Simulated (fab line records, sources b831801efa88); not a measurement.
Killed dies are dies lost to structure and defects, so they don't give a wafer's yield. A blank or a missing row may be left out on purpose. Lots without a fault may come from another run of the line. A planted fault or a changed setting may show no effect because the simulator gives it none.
Which tool did it? | flow gf180mcu | 7 lots, 21 wafers sampled, at 3 steps of a route of 602

WHAT THE GAUGES READ, wafer by wafer
GF_TOP_METAL_THK_MEAS_06: measures by xrf.
lot  | measured     | on            | TOP_METAL_ALCU_THK (nm)
L803 | day 28 08:58 | film_metro-01 | 925 920 910
L805 | day 29 00:29 | film_metro-02 | 904 906 916
L807 | day 29 03:43 | film_metro-03 | 901 902 905
L810 | day 30 15:59 | film_metro-03 | 910 903 907
L813 | day 30 22:19 | film_metro-02 | 894 895 896
L815 | day 31 16:00 | film_metro-03 | 913 905 907
L822 | day 33 07:29 | film_metro-02 | 904 899 899

WHICH TOOL RAN EACH LOT (tool, then ch and the chambers of the sampled wafers, then the start)
lot  | GF_V4_SPUTTER_22             | GF_TOP_METAL_SPUTTER_02
L803 | pvd_sputter-01, day 25 15:11 | pvd_sputter-04, day 28 08:46
L805 | pvd_sputter-04, day 26 07:03 | pvd_sputter-03, day 29 00:16
L807 | pvd_sputter-04, day 26 11:26 | pvd_sputter-02, day 29 03:31
L810 | pvd_sputter-01, day 28 02:14 | pvd_sputter-03, day 30 15:47
L813 | pvd_sputter-03, day 28 07:38 | pvd_sputter-02, day 30 22:07
L815 | pvd_sputter-01, day 29 03:59 | pvd_sputter-02, day 31 15:47
L822 | pvd_sputter-04, day 30 23:08 | pvd_sputter-04, day 33 07:16
- GF_V4_SPUTTER_22: material TiN, target thk 10 nm, time 40 s.
- GF_TOP_METAL_SPUTTER_02: material AlCu, target thk 900 nm, time 47.82 s.

THE ANSWER, worked out from the rows above alone
Rule: what is usual is taken from the lots themselves. Put in order of their means at a reading, lots are off if they are a third of the lots or fewer, leave a main group of 4 or more, and stand apart from it by a gap of 3 or more times the standard deviation of the main group's means; of several such gaps the widest counts. A main group whose means are all the same, to the digits that the tables above print for the reading, isn't used. A lot without any number at a reading at which 4 lots or more have one is off too. The other lots that the step has rows for count as sound.
No lot is off at any reading shown: from this, nothing can be told.

WHAT THE SIMULATOR HAD PUT IN
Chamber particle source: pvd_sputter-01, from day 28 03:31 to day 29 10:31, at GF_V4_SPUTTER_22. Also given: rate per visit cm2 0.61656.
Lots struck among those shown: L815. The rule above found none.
